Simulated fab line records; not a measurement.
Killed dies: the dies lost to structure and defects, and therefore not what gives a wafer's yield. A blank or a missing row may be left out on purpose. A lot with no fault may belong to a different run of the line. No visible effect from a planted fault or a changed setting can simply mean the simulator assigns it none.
Matching of chambers -- flow gf180mcu -- 4 sister chambers for GF_STI_ETCH_14 on rie-si-01
The step etches Si in HBr/Cl2/O2, target depth 360 nm, time 102.9 s. 8 wafers are shown with their chamber, then 7 later ones without.

== WAFERS, EACH WITH ITS CHAMBER ==
wafer,chamber,drypump-motor-current-A (A),he-backside-leak-sccm (sccm)
L941.3,2,5.6,2.6
L943.5,3,5.1,2.6
L943.6,2,5.7,2.6
L944.2,1,6.0,2.7
L944.3,0,6.6,3.2
L944.5,3,5.0,2.7
L945.2,1,6.0,2.8
L945.4,0,6.6,3.0

== WAFERS MISSING THEIR CHAMBER ==
wafer,drypump-motor-current-A (A),he-backside-leak-sccm (sccm)
L945.6,5.1,2.6
L948.2,5.7,2.6
L948.4,6.0,2.6
L948.5,6.0,2.8
L949.1,5.1,2.6
L949.2,6.0,2.8
L949.3,6.6,3.1

== THE CHAMBER EACH PASSED THROUGH ==
wafer,from the rows above,in truth
L945.6,3,3
L948.2,2,2
L948.4,1,1
L948.5,1,1
L949.1,3,3
L949.2,1,1
L949.3,0,0
Placed correctly: 7 of 7. From these rows, 0 cannot be placed. 0 placed wrongly.
How it was worked out, from the rows above alone: a wafer's distance from a chamber is the root of the sum, over the readings, of the square of ((its reading less the chamber's mean) divided by the reading's scatter). If the next closest chamber is less than 2 further off than the closest, the wafer can't be placed; otherwise it belongs to the closest. Each chamber's mean is taken over the wafers shown for it. The scatter: the root of (the sum of the squares of (reading less its chamber's mean) over the shown wafers, divided by (wafers less chambers)).
